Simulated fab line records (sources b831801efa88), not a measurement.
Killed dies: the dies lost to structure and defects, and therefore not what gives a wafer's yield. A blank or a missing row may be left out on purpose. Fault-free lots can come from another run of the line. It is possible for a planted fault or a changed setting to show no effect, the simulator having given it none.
Struck lot and sound lot, side by side + flow sky130 + 36 steps out of a route of 708
Sound: these wafers, L296.3, L296.4, L296.5. Struck: wafers L307.2, L307.3, L307.5. Last of all comes the cause.
For every step that has rows: the tool of each side, followed by ch and its chambers, followed by its first start. Under that, the readings that differ: sound wafers + struck wafers + difference of the means + sigmas: that difference in standard deviations of wafers without a fault.
alike: same words and numbers on both sides, and readings whose means sit less than 2 such deviations apart. not compared: any withheld reading, any reading some wafer has no value for, any bound like >300 that may hide the same value, and any number with overlapping values for which the record gives no deviation.
Wherever a step has rows on one side only, a row that says differs or no value, or a row with sigmas, the two part there. Numbers that don't overlap but have no deviation are shown without sigmas and don't part them. A reading missing from all wafers of one side parts the sides only when that side holds two or more wafers.

first, 10 steps without rows for these wafers: SKY_GATE_OXIDE_COAT_05 (resist thk 1140 nm); SKY_GATE_OXIDE_SOFTBAKE_06 (time 60 s); SKY_GATE_OXIDE_EXPOSE_07 (exposes mask LVOM, target cd 600 nm); SKY_GATE_OXIDE_PEB_08; SKY_GATE_OXIDE_DEVELOP_09 (develop time 60 s); SKY_GATE_OXIDE_IMPLANT_11; SKY_GATE_OXIDE_WET_ETCH_12 (etches SiO2 in dHF, target depth 16.8 nm, time 336 s); SKY_GATE_OXIDE_STRIP_13 (strips in O2/N2); SKY_GATE_OXIDE_CLEAN_15 (cleans in SC1/SC2, time 150 s); SKY_GATE_OXIDE_OXIDATION_16 (stabilise 600 s, purge 300 s, target thk 3.57 nm).
SKY_POLY_GATE_CVD_00: deposits poly-Si, target thk 180 nm, time 720 s.
  sound on lpcvd-01 ch 0, day 15 16:49; struck on lpcvd-01 ch 1, day 19 13:16
| reading                                       | sound             | struck            | difference | sigmas |
|-----------------------------------------------|-------------------|-------------------|------------|--------|
| model.poly-Si_of_POLY_GATE_CVD_00.thk-nm (nm) | 177.2 176.6 177.3 | 136.3 134.4 136.1 | -41.4      |        |
SKY_POLY_GATE_THK_MEAS_01:
  sound: film-metro-01 at day 15 19:32; struck: film-metro-04 at day 19 14:28
| reading                   | sound             | struck            | difference | sigmas |
|---------------------------|-------------------|-------------------|------------|--------|
| POLY_GATE_CVD_00_THK (nm) | 177.3 176.5 177.2 | 136.3 134.5 136.1 | -41.4      | -26    |
then, 9 steps without rows for these wafers: SKY_RES_PROTECT_DEHYDRATE_00 (time 60 s); SKY_RES_PROTECT_HMDS_01 (prime time 60 s); SKY_RES_PROTECT_COAT_02 (resist thk 1140 nm); SKY_RES_PROTECT_SOFTBAKE_03 (time 60 s); SKY_RES_PROTECT_EXPOSE_04 (exposes mask RPM, target cd 1270 nm); SKY_RES_PROTECT_PEB_05; SKY_RES_PROTECT_DEVELOP_06 (develop time 60 s); SKY_POLY_GATE_IMPLANT_02; SKY_RES_PROTECT_STRIP_07 (strips in O2/N2).
SKY_RES_PROTECT_CLEAN_09: cleans in SC1/SC2, time 150 s.
  sound on wet-bench-01 ch 0, day 17 00:35; struck on wet-bench-03 ch 1, day 20 22:35
| reading                                       | sound             | struck            | difference | sigmas |
|-----------------------------------------------|-------------------|-------------------|------------|--------|
| model.poly-Si_of_POLY_GATE_CVD_00.thk-nm (nm) | 176.5 175.9 176.6 | 135.7 133.8 135.5 | -41.3      |        |
then, 11 steps without rows for these wafers: SKY_POLY_GATE_CVD_03 (deposits Si3N4 from DCS/NH3, target thk 75 nm, time 1290 s); SKY_POLY_GATE_DEHYDRATE_05 (time 60 s); SKY_POLY_GATE_HMDS_06 (prime time 60 s); SKY_POLY_GATE_COAT_07 (resist thk 110 nm); SKY_POLY_GATE_COAT_08 (resist thk 450 nm); SKY_POLY_GATE_SOFTBAKE_09 (time 90 s); SKY_POLY_GATE_EXPOSE_10 (exposes mask P1M, target cd 150 nm); SKY_POLY_GATE_PEB_11; SKY_POLY_GATE_DEVELOP_12 (develop time 60 s); SKY_POLY_GATE_ETCH_15 (etches BARC in N2/H2, stops on SiO2, time 118.5 s, target depth 110 nm); SKY_POLY_GATE_ETCH_16 (etches Si3N4 in CH3F/O2, stops on poly-Si, time 147.5 s, target depth 75 nm).
SKY_POLY_GATE_ETCH_17: etches poly-Si in HBr/Cl2, stops on SiO2, target depth 180 nm, time 70.5 s.
  sound on rie-si-01 ch 1,2,3, day 18 07:13; struck on rie-si-02 ch 0,1,3, day 22 08:13
| reading                               | sound             | struck            | difference | sigmas |
|---------------------------------------|-------------------|-------------------|------------|--------|
| oes-product-au (a.u.)                 | 0.980 0.980 0.990 | 0.822 0.815 0.825 | -0.163     | -20    |
| model.etch.depth-nm (nm)              | 176.5 175.9 176.6 | 135.7 133.8 135.5 | -41.3      |        |
| model.POLY_GATE.feature-depth-nm (nm) | 176.5 175.9 176.6 | 135.7 133.8 135.5 | -41.3      |        |
  alike: HBr_flow_sccm, drypump-motor-current-A, mfc-cl2-sccm, throttle-valve-pct
  not compared: rf-hours-counter-h
then, 1 step without rows for these wafers: SKY_POLY_GATE_STRIP_18 (strips in O2/N2).
-- a jump in the record: the struck wafers' starts before and after are 27 days apart (it breaks off in module POLY_GATE and resumes in module PAD_OPEN, where the first step shown is number 708 of the route) --
SKY_PAD_OPEN_PROBE_99:
  sound: prober-02 at day 47 03:29; struck: prober-01 at day 49 20:03
| reading                              | sound             | struck            | difference | sigmas |
|--------------------------------------|-------------------|-------------------|------------|--------|
| model.etest.res-xhigh-po.line-ohm-um | 5769 5894 5918    | 5464 5559 5398    | -387       |        |
| model.etest.res-xhigh-po.rs-ohm-sq   | 1993 2022 2067    | 1910 1974 1887    | -104       |        |
| model.etest.res-high-po.line-ohm-um  | 766 771.7 763.7   | 920.7 933.8 896.6 | +149.9     |        |
| model.etest.res-poly.line-ohm-um     | 548.1 526.3 514.9 | 673.7 669.7 631.7 | +128.6     |        |
| model.etest.tip-sonos.rs-ohm-sq      | 2614 2670 2655    | 2567 2524 2529    | -106       |        |
| model.etest.res-high-po.rs-ohm-sq    | 265.9 265.3 269.2 | 315.9 328.9 314.5 | +53.0      |        |
| model.etest.licon-high-po.rc-ohm     | 347.3 341.4 356.1 | 321.5 314.7 318.7 | -30.0      |        |
| model.etest.res-poly.rs-ohm-sq       | 48.44 48.86 48.95 | 60.61 61.88 60.39 | +12.21     |        |
  alike: killed_at_M0_to_M3, killed_at_M4_up, killed-at-contacts, killed-at-front-end, killed-at-other, killed-dies, killed-open, killed-short

WHERE THEY PART
Earliest at SKY_POLY_GATE_THK_MEAS_01; latest, in this record, at SKY_POLY_GATE_ETCH_17. Later steps at which nothing parts them and some readings are alike: SKY_PAD_OPEN_PROBE_99.

WHY: what the simulator had put in
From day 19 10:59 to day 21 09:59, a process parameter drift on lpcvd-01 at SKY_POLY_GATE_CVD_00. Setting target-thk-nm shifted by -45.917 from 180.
